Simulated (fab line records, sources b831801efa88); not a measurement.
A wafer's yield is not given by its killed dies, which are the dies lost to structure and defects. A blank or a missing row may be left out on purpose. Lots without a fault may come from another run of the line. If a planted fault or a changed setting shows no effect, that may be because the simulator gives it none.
fab line records / flow gf180mcu
record: lots: 14 wafers: 42 lastDay: 34
route steps=602 shown STI@3 HV_LDD@182
lots with no fault: from the same line, run without faults
startH: hours from the record's opening day to when the first of the lot's shown wafers began / waitH: hours since the lot's step before / " repeats the value in the row above / L1.1+2: a single row standing in for several wafers / - no value, or no start was given / * or withheld: withheld / < > ~ a bound
route shown NAME@n: a module of which the file shows steps, and the number in the route of the first / usual: mean and standard deviation over wafers with no fault / same: alike in all rows / chamber/n: place in a boat / sites: readings site by site / _std_site: how widely they spread, as a standard deviation / _edge_site: inner sites' mean taken away from outer sites' mean / radiusMm: how far each site lies from the wafer's centre / mask NAME#n: copy n / behind: the tool/chamber that last shaped the wafer / hold: why the lot went on hold/how many hours it stayed there/how the hold came to an end / device: whichever transistor did not switch (one of n, p or np) / end of line: the same wafers' tests at the end of the route / a step with no rows: only its recipe / killed: not the wafer's yield, but the dies lost to structure and defects at the first sort / map: a wafer's dies, x killed, . not, _ none there
set.NAME: the setting as run; set.NAME@STEP: as run at that earlier step / model.NAME: the simulator's own value behind a step, which no gauge read
a sample of lots followed through the steps of the route, with each step as a table and each wafer as a row
== steps ==
step: GF_STI_THK_MEAS_02
recipe: reads: SiO2_of_STI_OXIDATION_01
usual: STI_OXIDATION_THK: 10.13/0.19
lot.wafer=L930.1 tool=filmMetro-03 chamber=- startH=12.79 waitH=0.0 STI_OXIDATION_THK[nm]=10.23
lot.wafer=L930.2 tool=filmMetro-03 chamber=- startH=12.79 waitH=0.0 STI_OXIDATION_THK[nm]=10.25
lot.wafer=L930.3 tool=filmMetro-03 chamber=- startH=12.79 waitH=0.0 STI_OXIDATION_THK[nm]=10.31
lot.wafer=L931.1 tool=filmMetro-04 chamber=- startH=16.51 waitH=0.0 STI_OXIDATION_THK[nm]=9.97
lot.wafer=L931.2 tool=filmMetro-04 chamber=- startH=16.51 waitH=0.0 STI_OXIDATION_THK[nm]=10.10
lot.wafer=L931.6 tool=filmMetro-04 chamber=- startH=16.51 waitH=0.0 STI_OXIDATION_THK[nm]=10.24
lot.wafer=L932.1 tool=filmMetro-01 chamber=- startH=22.43 waitH=0.0 STI_OXIDATION_THK[nm]=9.91
lot.wafer=L932.2 tool=filmMetro-01 chamber=- startH=22.43 waitH=0.0 STI_OXIDATION_THK[nm]=9.91
lot.wafer=L932.4 tool=filmMetro-01 chamber=- startH=22.43 waitH=0.0 STI_OXIDATION_THK[nm]=9.93
lot.wafer=L933.1 tool=filmMetro-04 chamber=- startH=26.66 waitH=0.0 STI_OXIDATION_THK[nm]=9.90
lot.wafer=L933.3 tool=filmMetro-04 chamber=- startH=26.66 waitH=0.0 STI_OXIDATION_THK[nm]=10.09
lot.wafer=L933.6 tool=filmMetro-04 chamber=- startH=26.66 waitH=0.0 STI_OXIDATION_THK[nm]=10.35
lot.wafer=L934.1 tool=filmMetro-01 chamber=- startH=31.76 waitH=0.0 STI_OXIDATION_THK[nm]=10.03
lot.wafer=L934.3 tool=filmMetro-01 chamber=- startH=31.76 waitH=0.0 STI_OXIDATION_THK[nm]=10.17
lot.wafer=L934.6 tool=filmMetro-01 chamber=- startH=31.76 waitH=0.0 STI_OXIDATION_THK[nm]=10.15
lot.wafer=L935.1 tool=filmMetro-04 chamber=- startH=36.51 waitH=0.0 STI_OXIDATION_THK[nm]=10.02
lot.wafer=L935.4 tool=filmMetro-04 chamber=- startH=36.51 waitH=0.0 STI_OXIDATION_THK[nm]=10.11
lot.wafer=L935.5 tool=filmMetro-04 chamber=- startH=36.51 waitH=0.0 STI_OXIDATION_THK[nm]=10.32
lot.wafer=L936.3 tool=filmMetro-01 chamber=- startH=42.68 waitH=0.0 STI_OXIDATION_THK[nm]=10.44
lot.wafer=L936.4 tool=filmMetro-01 chamber=- startH=42.68 waitH=0.0 STI_OXIDATION_THK[nm]=10.49
lot.wafer=L936.6 tool=filmMetro-01 chamber=- startH=42.68 waitH=0.0 STI_OXIDATION_THK[nm]=10.34
lot.wafer=L943.2 tool=filmMetro-01 chamber=- startH=76.61 waitH=0.0 STI_OXIDATION_THK[nm]=10.03
lot.wafer=L943.4 tool=filmMetro-01 chamber=- startH=76.61 waitH=0.0 STI_OXIDATION_THK[nm]=10.04
lot.wafer=L943.5 tool=filmMetro-01 chamber=- startH=76.61 waitH=0.0 STI_OXIDATION_THK[nm]=9.89
lot.wafer=L945.2 tool=filmMetro-01 chamber=- startH=86.96 waitH=0.0 STI_OXIDATION_THK[nm]=9.91
lot.wafer=L945.3 tool=filmMetro-01 chamber=- startH=86.96 waitH=0.0 STI_OXIDATION_THK[nm]=9.93
lot.wafer=L945.5 tool=filmMetro-01 chamber=- startH=86.96 waitH=0.0 STI_OXIDATION_THK[nm]=9.86
lot.wafer=L946.2 tool=filmMetro-03 chamber=- startH=91.95 waitH=0.0 STI_OXIDATION_THK[nm]=9.96
lot.wafer=L946.3 tool=filmMetro-03 chamber=- startH=91.95 waitH=0.0 STI_OXIDATION_THK[nm]=10.18
lot.wafer=L946.5 tool=filmMetro-03 chamber=- startH=91.95 waitH=0.0 STI_OXIDATION_THK[nm]=10.08
lot.wafer=L947.1 tool=filmMetro-03 chamber=- startH=96.51 waitH=0.0 STI_OXIDATION_THK[nm]=10.42
lot.wafer=L947.2 tool=filmMetro-03 chamber=- startH=96.51 waitH=0.0 STI_OXIDATION_THK[nm]=10.50
lot.wafer=L947.3 tool=filmMetro-03 chamber=- startH=96.51 waitH=0.0 STI_OXIDATION_THK[nm]=10.60
lot.wafer=L949.1 tool=filmMetro-01 chamber=- startH=106.51 waitH=0.0 STI_OXIDATION_THK[nm]=10.36
lot.wafer=L949.3 tool=filmMetro-01 chamber=- startH=106.51 waitH=0.0 STI_OXIDATION_THK[nm]=10.16
lot.wafer=L949.4 tool=filmMetro-01 chamber=- startH=106.51 waitH=0.0 STI_OXIDATION_THK[nm]=10.33
lot.wafer=L951.1 tool=filmMetro-01 chamber=- startH=116.51 waitH=0.0 STI_OXIDATION_THK[nm]=10.09
lot.wafer=L951.4 tool=filmMetro-01 chamber=- startH=116.51 waitH=0.0 STI_OXIDATION_THK[nm]=9.94
lot.wafer=L951.5 tool=filmMetro-01 chamber=- startH=116.51 waitH=0.0 STI_OXIDATION_THK[nm]=10.12
lot.wafer=L952.3 tool=filmMetro-03 chamber=- startH=122.92 waitH=0.0 STI_OXIDATION_THK[nm]=10.36
lot.wafer=L952.4 tool=filmMetro-03 chamber=- startH=122.92 waitH=0.0 STI_OXIDATION_THK[nm]=10.35
lot.wafer=L952.5 tool=filmMetro-03 chamber=- startH=122.92 waitH=0.0 STI_OXIDATION_THK[nm]=10.46
step: GF_STI_THK_MEAS_24
recipe: reads: SiO2_of_STI_CVD_23
usual: STI_CVD_23_THK: 646/11
lot.wafer=L930.1 tool=filmMetro-04 chamber=- startH=28.02 waitH=0.0 STI_CVD_23_THK[nm]=663
lot.wafer=L930.2 tool=filmMetro-04 chamber=- startH=28.02 waitH=0.0 STI_CVD_23_THK[nm]=656
lot.wafer=L930.3 tool=filmMetro-04 chamber=- startH=28.02 waitH=0.0 STI_CVD_23_THK[nm]=642
lot.wafer=L931.1 tool=filmMetro-04 chamber=- startH=32.40 waitH=0.0 STI_CVD_23_THK[nm]=632
lot.wafer=L931.2 tool=filmMetro-04 chamber=- startH=32.40 waitH=0.0 STI_CVD_23_THK[nm]=643
lot.wafer=L931.6 tool=filmMetro-04 chamber=- startH=32.40 waitH=0.0 STI_CVD_23_THK[nm]=631
lot.wafer=L932.1 tool=filmMetro-01 chamber=- startH=38.69 waitH=0.0 STI_CVD_23_THK[nm]=668
lot.wafer=L932.2 tool=filmMetro-01 chamber=- startH=38.69 waitH=0.0 STI_CVD_23_THK[nm]=651
lot.wafer=L932.4 tool=filmMetro-01 chamber=- startH=38.69 waitH=0.0 STI_CVD_23_THK[nm]=649
lot.wafer=L933.1 tool=filmMetro-04 chamber=- startH=43.92 waitH=0.0 STI_CVD_23_THK[nm]=646
lot.wafer=L933.3 tool=filmMetro-04 chamber=- startH=43.92 waitH=0.0 STI_CVD_23_THK[nm]=641
lot.wafer=L933.6 tool=filmMetro-04 chamber=- startH=43.92 waitH=0.0 STI_CVD_23_THK[nm]=641
lot.wafer=L934.1 tool=filmMetro-01 chamber=- startH=48.60 waitH=0.0 STI_CVD_23_THK[nm]=657
lot.wafer=L934.3 tool=filmMetro-01 chamber=- startH=48.60 waitH=0.0 STI_CVD_23_THK[nm]=633
lot.wafer=L934.6 tool=filmMetro-01 chamber=- startH=48.60 waitH=0.0 STI_CVD_23_THK[nm]=645
lot.wafer=L935.1 tool=filmMetro-01 chamber=- startH=52.78 waitH=0.0 STI_CVD_23_THK[nm]=653
lot.wafer=L935.4 tool=filmMetro-01 chamber=- startH=52.78 waitH=0.0 STI_CVD_23_THK[nm]=653
lot.wafer=L935.5 tool=filmMetro-01 chamber=- startH=52.78 waitH=0.0 STI_CVD_23_THK[nm]=653
lot.wafer=L936.3 tool=filmMetro-01 chamber=- startH=58.96 waitH=0.1 STI_CVD_23_THK[nm]=670
lot.wafer=L936.4 tool=filmMetro-01 chamber=- startH=58.96 waitH=0.1 STI_CVD_23_THK[nm]=669
lot.wafer=L936.6 tool=filmMetro-01 chamber=- startH=58.96 waitH=0.1 STI_CVD_23_THK[nm]=650
lot.wafer=L943.2 tool=filmMetro-03 chamber=- startH=94.08 waitH=0.0 STI_CVD_23_THK[nm]=653
lot.wafer=L943.4 tool=filmMetro-03 chamber=- startH=94.08 waitH=0.0 STI_CVD_23_THK[nm]=647
lot.wafer=L943.5 tool=filmMetro-03 chamber=- startH=94.08 waitH=0.0 STI_CVD_23_THK[nm]=643
lot.wafer=L945.2 tool=filmMetro-04 chamber=- startH=105.38 waitH=0.0 STI_CVD_23_THK[nm]=648
lot.wafer=L945.3 tool=filmMetro-04 chamber=- startH=105.38 waitH=0.0 STI_CVD_23_THK[nm]=631
lot.wafer=L945.5 tool=filmMetro-04 chamber=- startH=105.38 waitH=0.0 STI_CVD_23_THK[nm]=641
lot.wafer=L946.2 tool=filmMetro-01 chamber=- startH=109.96 waitH=0.0 STI_CVD_23_THK[nm]=654
lot.wafer=L946.3 tool=filmMetro-01 chamber=- startH=109.96 waitH=0.0 STI_CVD_23_THK[nm]=661
lot.wafer=L946.5 tool=filmMetro-01 chamber=- startH=109.96 waitH=0.0 STI_CVD_23_THK[nm]=648
lot.wafer=L947.1 tool=filmMetro-04 chamber=- startH=115.70 waitH=0.0 STI_CVD_23_THK[nm]=643
lot.wafer=L947.2 tool=filmMetro-04 chamber=- startH=115.70 waitH=0.0 STI_CVD_23_THK[nm]=630
lot.wafer=L947.3 tool=filmMetro-04 chamber=- startH=115.70 waitH=0.0 STI_CVD_23_THK[nm]=639
lot.wafer=L949.1 tool=filmMetro-01 chamber=- startH=125.56 waitH=0.0 STI_CVD_23_THK[nm]=649
lot.wafer=L949.3 tool=filmMetro-01 chamber=- startH=125.56 waitH=0.0 STI_CVD_23_THK[nm]=636
lot.wafer=L949.4 tool=filmMetro-01 chamber=- startH=125.56 waitH=0.0 STI_CVD_23_THK[nm]=639
lot.wafer=L951.1 tool=filmMetro-04 chamber=- startH=138.48 waitH=0.0 STI_CVD_23_THK[nm]=645
lot.wafer=L951.4 tool=filmMetro-04 chamber=- startH=138.48 waitH=0.0 STI_CVD_23_THK[nm]=641
lot.wafer=L951.5 tool=filmMetro-04 chamber=- startH=138.48 waitH=0.0 STI_CVD_23_THK[nm]=651
lot.wafer=L952.3 tool=filmMetro-04 chamber=- startH=146.67 waitH=0.1 STI_CVD_23_THK[nm]=665
lot.wafer=L952.4 tool=filmMetro-04 chamber=- startH=146.67 waitH=0.1 STI_CVD_23_THK[nm]=663
lot.wafer=L952.5 tool=filmMetro-04 chamber=- startH=146.67 waitH=0.1 STI_CVD_23_THK[nm]=644
step: GF_HV_LDD_DEVELOP_06
recipe: developTimeS: 60 devTempC: 23
usual: chillPlateTempC: 23.01/0.11
lot.wafer=L930.1 tool=lithoTrack-04 chamber=0 startH=215.33 waitH=0.1 chillPlateTempC=23.17
lot.wafer=L930.2 tool=lithoTrack-04 chamber=0 startH=215.33 waitH=0.1 chillPlateTempC=23.04
lot.wafer=L930.3 tool=lithoTrack-04 chamber=0 startH=215.33 waitH=0.1 chillPlateTempC=23.10
lot.wafer=L931.1 tool=lithoTrack-04 chamber=0 startH=224.63 waitH=0.1 chillPlateTempC=23.06
lot.wafer=L931.2 tool=lithoTrack-04 chamber=0 startH=224.63 waitH=0.1 chillPlateTempC=22.97
lot.wafer=L931.6 tool=lithoTrack-04 chamber=0 startH=224.63 waitH=0.1 chillPlateTempC=23.10
lot.wafer=L932.1 tool=lithoTrack-03 chamber=0 startH=230.88 waitH=0.1 chillPlateTempC=23.06
lot.wafer=L932.2 tool=lithoTrack-03 chamber=0 startH=230.88 waitH=0.1 chillPlateTempC=22.93
lot.wafer=L932.4 tool=lithoTrack-03 chamber=0 startH=230.88 waitH=0.1 chillPlateTempC=23.01
lot.wafer=L933.1 tool=lithoTrack-01 chamber=0 startH=237.80 waitH=0.1 chillPlateTempC=23.16
lot.wafer=L933.3 tool=lithoTrack-01 chamber=0 startH=237.80 waitH=0.1 chillPlateTempC=23.06
lot.wafer=L933.6 tool=lithoTrack-01 chamber=0 startH=237.80 waitH=0.1 chillPlateTempC=23.16
lot.wafer=L934.1 tool=lithoTrack-01 chamber=0 startH=242.55 waitH=0.1 chillPlateTempC=22.87
lot.wafer=L934.3 tool=lithoTrack-01 chamber=0 startH=242.55 waitH=0.1 chillPlateTempC=23.06
lot.wafer=L934.6 tool=lithoTrack-01 chamber=0 startH=242.55 waitH=0.1 chillPlateTempC=22.99
lot.wafer=L935.1 tool=lithoTrack-03 chamber=0 startH=247.48 waitH=0.1 chillPlateTempC=22.99
lot.wafer=L935.4 tool=lithoTrack-03 chamber=0 startH=247.48 waitH=0.1 chillPlateTempC=22.94
lot.wafer=L935.5 tool=lithoTrack-03 chamber=0 startH=247.48 waitH=0.1 chillPlateTempC=22.87
lot.wafer=L936.3 tool=lithoTrack-03 chamber=0 startH=254.73 waitH=0.1 chillPlateTempC=23.09
lot.wafer=L936.4 tool=lithoTrack-03 chamber=0 startH=254.73 waitH=0.1 chillPlateTempC=23.05
lot.wafer=L936.6 tool=lithoTrack-03 chamber=0 startH=254.73 waitH=0.1 chillPlateTempC=23.01
lot.wafer=L943.2 tool=lithoTrack-03 chamber=0 startH=303.75 waitH=0.1 chillPlateTempC=22.80
lot.wafer=L943.4 tool=lithoTrack-03 chamber=0 startH=303.75 waitH=0.1 chillPlateTempC=22.83
lot.wafer=L943.5 tool=lithoTrack-03 chamber=0 startH=303.75 waitH=0.1 chillPlateTempC=22.71
lot.wafer=L945.2 tool=lithoTrack-03 chamber=0 startH=322.95 waitH=0.1 chillPlateTempC=23.04
lot.wafer=L945.3 tool=lithoTrack-03 chamber=0 startH=322.95 waitH=0.1 chillPlateTempC=23.25
lot.wafer=L945.5 tool=lithoTrack-03 chamber=0 startH=322.95 waitH=0.1 chillPlateTempC=23.10
lot.wafer=L946.2 tool=lithoTrack-04 chamber=0 startH=326.11 waitH=0.1 chillPlateTempC=22.86
lot.wafer=L946.3 tool=lithoTrack-04 chamber=0 startH=326.11 waitH=0.1 chillPlateTempC=22.98
lot.wafer=L946.5 tool=lithoTrack-04 chamber=0 startH=326.11 waitH=0.1 chillPlateTempC=22.90
lot.wafer=L947.1 tool=lithoTrack-04 chamber=0 startH=341.13 waitH=0.1 chillPlateTempC=23.10
lot.wafer=L947.2 tool=lithoTrack-04 chamber=0 startH=341.13 waitH=0.1 chillPlateTempC=22.94
lot.wafer=L947.3 tool=lithoTrack-04 chamber=0 startH=341.13 waitH=0.1 chillPlateTempC=23.00
lot.wafer=L949.1 tool=lithoTrack-04 chamber=0 startH=353.63 waitH=0.1 chillPlateTempC=23.07
lot.wafer=L949.3 tool=lithoTrack-04 chamber=0 startH=353.63 waitH=0.1 chillPlateTempC=23.02
lot.wafer=L949.4 tool=lithoTrack-04 chamber=0 startH=353.63 waitH=0.1 chillPlateTempC=23.06
lot.wafer=L951.1 tool=lithoTrack-01 chamber=0 startH=377.05 waitH=0.1 chillPlateTempC=22.82
lot.wafer=L951.4 tool=lithoTrack-01 chamber=0 startH=377.05 waitH=0.1 chillPlateTempC=23.10
lot.wafer=L951.5 tool=lithoTrack-01 chamber=0 startH=377.05 waitH=0.1 chillPlateTempC=23.08
lot.wafer=L952.3 tool=lithoTrack-01 chamber=0 startH=389.45 waitH=0.1 chillPlateTempC=23.20
lot.wafer=L952.4 tool=lithoTrack-01 chamber=0 startH=389.45 waitH=0.1 chillPlateTempC=23.01
lot.wafer=L952.5 tool=lithoTrack-01 chamber=0 startH=389.45 waitH=0.1 chillPlateTempC=23.13
step: GF_HV_LDD_CD_MEAS_07
recipe: targetCdNm: 400
usual: cdNm: 400.5/2.9
lot.wafer=L930.1 tool=cdSem-02 chamber=- startH=215.48 waitH=0.1 cdNm=396.4
lot.wafer=L930.2 tool=cdSem-02 chamber=- startH=215.48 waitH=0.1 cdNm=397.0
lot.wafer=L930.3 tool=cdSem-02 chamber=- startH=215.48 waitH=0.1 cdNm=397.0
lot.wafer=L931.1 tool=cdSem-01 chamber=- startH=224.78 waitH=0.1 cdNm=403.7
lot.wafer=L931.2 tool=cdSem-01 chamber=- startH=224.78 waitH=0.1 cdNm=404.4
lot.wafer=L931.6 tool=cdSem-01 chamber=- startH=224.78 waitH=0.1 cdNm=401.2
lot.wafer=L932.1 tool=cdSem-01 chamber=- startH=231.03 waitH=0.1 cdNm=405.7
lot.wafer=L932.2 tool=cdSem-01 chamber=- startH=231.03 waitH=0.1 cdNm=404.0
lot.wafer=L932.4 tool=cdSem-01 chamber=- startH=231.03 waitH=0.1 cdNm=404.8
lot.wafer=L933.1 tool=cdSem-01 chamber=- startH=237.95 waitH=0.1 cdNm=404.8
lot.wafer=L933.3 tool=cdSem-01 chamber=- startH=237.95 waitH=0.1 cdNm=402.6
lot.wafer=L933.6 tool=cdSem-01 chamber=- startH=237.95 waitH=0.1 cdNm=405.2
lot.wafer=L934.1 tool=cdSem-01 chamber=- startH=242.70 waitH=0.1 cdNm=408.2
lot.wafer=L934.3 tool=cdSem-01 chamber=- startH=242.70 waitH=0.1 cdNm=403.7
lot.wafer=L934.6 tool=cdSem-01 chamber=- startH=242.70 waitH=0.1 cdNm=405.0
lot.wafer=L935.1 tool=cdSem-02 chamber=- startH=247.63 waitH=0.1 cdNm=399.2
lot.wafer=L935.4 tool=cdSem-02 chamber=- startH=247.63 waitH=0.1 cdNm=398.6
lot.wafer=L935.5 tool=cdSem-02 chamber=- startH=247.63 waitH=0.1 cdNm=403.1
lot.wafer=L936.3 tool=cdSem-02 chamber=- startH=254.87 waitH=0.1 cdNm=403.2
lot.wafer=L936.4 tool=cdSem-02 chamber=- startH=254.87 waitH=0.1 cdNm=400.9
lot.wafer=L936.6 tool=cdSem-02 chamber=- startH=254.87 waitH=0.1 cdNm=401.7
lot.wafer=L943.2 tool=cdSem-02 chamber=- startH=303.92 waitH=0.1 cdNm=357.5
lot.wafer=L943.4 tool=cdSem-02 chamber=- startH=303.92 waitH=0.1 cdNm=401.4
lot.wafer=L943.5 tool=cdSem-02 chamber=- startH=303.92 waitH=0.1 cdNm=399.2
lot.wafer=L945.2 tool=cdSem-01 chamber=- startH=323.10 waitH=0.1 cdNm=360.2
lot.wafer=L945.3 tool=cdSem-01 chamber=- startH=323.10 waitH=0.1 cdNm=402.2
lot.wafer=L945.5 tool=cdSem-01 chamber=- startH=323.10 waitH=0.1 cdNm=404.0
lot.wafer=L946.2 tool=cdSem-02 chamber=- startH=326.29 waitH=0.2 cdNm=396.4
lot.wafer=L946.3 tool=cdSem-02 chamber=- startH=326.29 waitH=0.2 cdNm=396.1
lot.wafer=L946.5 tool=cdSem-02 chamber=- startH=326.29 waitH=0.2 cdNm=394.5
lot.wafer=L947.1 tool=cdSem-02 chamber=- startH=341.30 waitH=0.1 cdNm=397.0
lot.wafer=L947.2 tool=cdSem-02 chamber=- startH=341.30 waitH=0.1 cdNm=397.1
lot.wafer=L947.3 tool=cdSem-02 chamber=- startH=341.30 waitH=0.1 cdNm=397.4
lot.wafer=L949.1 tool=cdSem-02 chamber=- startH=353.78 waitH=0.1 cdNm=401.2
lot.wafer=L949.3 tool=cdSem-02 chamber=- startH=353.78 waitH=0.1 cdNm=401.7
lot.wafer=L949.4 tool=cdSem-02 chamber=- startH=353.78 waitH=0.1 cdNm=401.7
lot.wafer=L951.1 tool=cdSem-01 chamber=- startH=377.20 waitH=0.1 cdNm=401.6
lot.wafer=L951.4 tool=cdSem-01 chamber=- startH=377.20 waitH=0.1 cdNm=399.4
lot.wafer=L951.5 tool=cdSem-01 chamber=- startH=377.20 waitH=0.1 cdNm=400.9
lot.wafer=L952.3 tool=cdSem-01 chamber=- startH=389.59 waitH=0.1 cdNm=398.2
lot.wafer=L952.4 tool=cdSem-01 chamber=- startH=389.59 waitH=0.1 cdNm=398.6
lot.wafer=L952.5 tool=cdSem-01 chamber=- startH=389.59 waitH=0.1 cdNm=399.9
step: GF_HV_LDD_TW_MEAS_11
usual: HV_LDD_TW: 2393/12
lot.wafer=L930.1 tool=filmMetro-02 chamber=- startH=215.89 waitH=0.1 HV_LDD_TW=2384
lot.wafer=L930.2 tool=filmMetro-02 chamber=- startH=215.89 waitH=0.1 HV_LDD_TW=2378
lot.wafer=L930.3 tool=filmMetro-02 chamber=- startH=215.89 waitH=0.1 HV_LDD_TW=2403
lot.wafer=L931.1 tool=filmMetro-02 chamber=- startH=225.19 waitH=0.1 HV_LDD_TW=2398
lot.wafer=L931.2 tool=filmMetro-02 chamber=- startH=225.19 waitH=0.1 HV_LDD_TW=2397
lot.wafer=L931.6 tool=filmMetro-02 chamber=- startH=225.19 waitH=0.1 HV_LDD_TW=2404
lot.wafer=L932.1 tool=filmMetro-02 chamber=- startH=231.43 waitH=0.1 HV_LDD_TW=2396
lot.wafer=L932.2 tool=filmMetro-02 chamber=- startH=231.43 waitH=0.1 HV_LDD_TW=2390
lot.wafer=L932.4 tool=filmMetro-02 chamber=- startH=231.43 waitH=0.1 HV_LDD_TW=2382
lot.wafer=L933.1 tool=filmMetro-02 chamber=- startH=238.36 waitH=0.1 HV_LDD_TW=2403
lot.wafer=L933.3 tool=filmMetro-02 chamber=- startH=238.36 waitH=0.1 HV_LDD_TW=2391
lot.wafer=L933.6 tool=filmMetro-02 chamber=- startH=238.36 waitH=0.1 HV_LDD_TW=2398
lot.wafer=L934.1 tool=filmMetro-04 chamber=- startH=243.11 waitH=0.1 HV_LDD_TW=2396
lot.wafer=L934.3 tool=filmMetro-04 chamber=- startH=243.11 waitH=0.1 HV_LDD_TW=2392
lot.wafer=L934.6 tool=filmMetro-04 chamber=- startH=243.11 waitH=0.1 HV_LDD_TW=2380
lot.wafer=L935.1 tool=filmMetro-02 chamber=- startH=248.03 waitH=0.1 HV_LDD_TW=2385
lot.wafer=L935.4 tool=filmMetro-02 chamber=- startH=248.03 waitH=0.1 HV_LDD_TW=2389
lot.wafer=L935.5 tool=filmMetro-02 chamber=- startH=248.03 waitH=0.1 HV_LDD_TW=2382
lot.wafer=L936.3 tool=filmMetro-02 chamber=- startH=255.25 waitH=0.1 HV_LDD_TW=2376
lot.wafer=L936.4 tool=filmMetro-02 chamber=- startH=255.25 waitH=0.1 HV_LDD_TW=2403
lot.wafer=L936.6 tool=filmMetro-02 chamber=- startH=255.25 waitH=0.1 HV_LDD_TW=2373
lot.wafer=L943.2 tool=filmMetro-04 chamber=- startH=304.32 waitH=0.1 HV_LDD_TW=2412
lot.wafer=L943.4 tool=filmMetro-04 chamber=- startH=304.32 waitH=0.1 HV_LDD_TW=2408
lot.wafer=L943.5 tool=filmMetro-04 chamber=- startH=304.32 waitH=0.1 HV_LDD_TW=2424
lot.wafer=L945.2 tool=filmMetro-03 chamber=- startH=323.49 waitH=0.1 HV_LDD_TW=2393
lot.wafer=L945.3 tool=filmMetro-03 chamber=- startH=323.49 waitH=0.1 HV_LDD_TW=2387
lot.wafer=L945.5 tool=filmMetro-03 chamber=- startH=323.49 waitH=0.1 HV_LDD_TW=2390
lot.wafer=L946.2 tool=filmMetro-03 chamber=- startH=326.68 waitH=0.1 HV_LDD_TW=2393
lot.wafer=L946.3 tool=filmMetro-03 chamber=- startH=326.68 waitH=0.1 HV_LDD_TW=2388
lot.wafer=L946.5 tool=filmMetro-03 chamber=- startH=326.68 waitH=0.1 HV_LDD_TW=2389
lot.wafer=L947.1 tool=filmMetro-02 chamber=- startH=341.71 waitH=0.1 HV_LDD_TW=2373
lot.wafer=L947.2 tool=filmMetro-02 chamber=- startH=341.71 waitH=0.1 HV_LDD_TW=2386
lot.wafer=L947.3 tool=filmMetro-02 chamber=- startH=341.71 waitH=0.1 HV_LDD_TW=2380
lot.wafer=L949.1 tool=filmMetro-02 chamber=- startH=354.19 waitH=0.1 HV_LDD_TW=2376
lot.wafer=L949.3 tool=filmMetro-02 chamber=- startH=354.19 waitH=0.1 HV_LDD_TW=2365
lot.wafer=L949.4 tool=filmMetro-02 chamber=- startH=354.19 waitH=0.1 HV_LDD_TW=2394
lot.wafer=L951.1 tool=filmMetro-04 chamber=- startH=377.60 waitH=0.1 HV_LDD_TW=2397
lot.wafer=L951.4 tool=filmMetro-04 chamber=- startH=377.60 waitH=0.1 HV_LDD_TW=2393
lot.wafer=L951.5 tool=filmMetro-04 chamber=- startH=377.60 waitH=0.1 HV_LDD_TW=2404
lot.wafer=L952.3 tool=filmMetro-04 chamber=- startH=389.97 waitH=0.1 HV_LDD_TW=2406
lot.wafer=L952.4 tool=filmMetro-04 chamber=- startH=389.97 waitH=0.1 HV_LDD_TW=2409
lot.wafer=L952.5 tool=filmMetro-04 chamber=- startH=389.97 waitH=0.1 HV_LDD_TW=2413
== key ==
firstSign: step: GF_HV_LDD_CD_MEAS_07 reading: cdNm direction: down sigmas: 14 usual: 400.5 struck: 358.8
effect none on later readings
metAt GF_HV_LDD_DEVELOP_06
struckLots L943,L945
struckWafers L943.2,L945.2
testerLeftOut L943,L945
notActingAt GF_STI_THK_MEAS_02,GF_STI_THK_MEAS_24,GF_HV_LDD_TW_MEAS_11
onsetBetween 254.73 303.75
fault: kind: processParameterDrift tool: lithoTrack-03 chamber: - onsetH: 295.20 steps: GF_HV_LDD_DEVELOP_06 channel: developTimeS offset: * shape: step endH: 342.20 scope: struckWafersOnly actsIn: * stated: *
testerLeftOut: of these lots the tester's yield and bins aren't shown, on N5 and GAA mostly nor the transistor test; their killed dies are dies lost to structure and defects alone, not to doping, threshold or leakage, so they don't give the yield
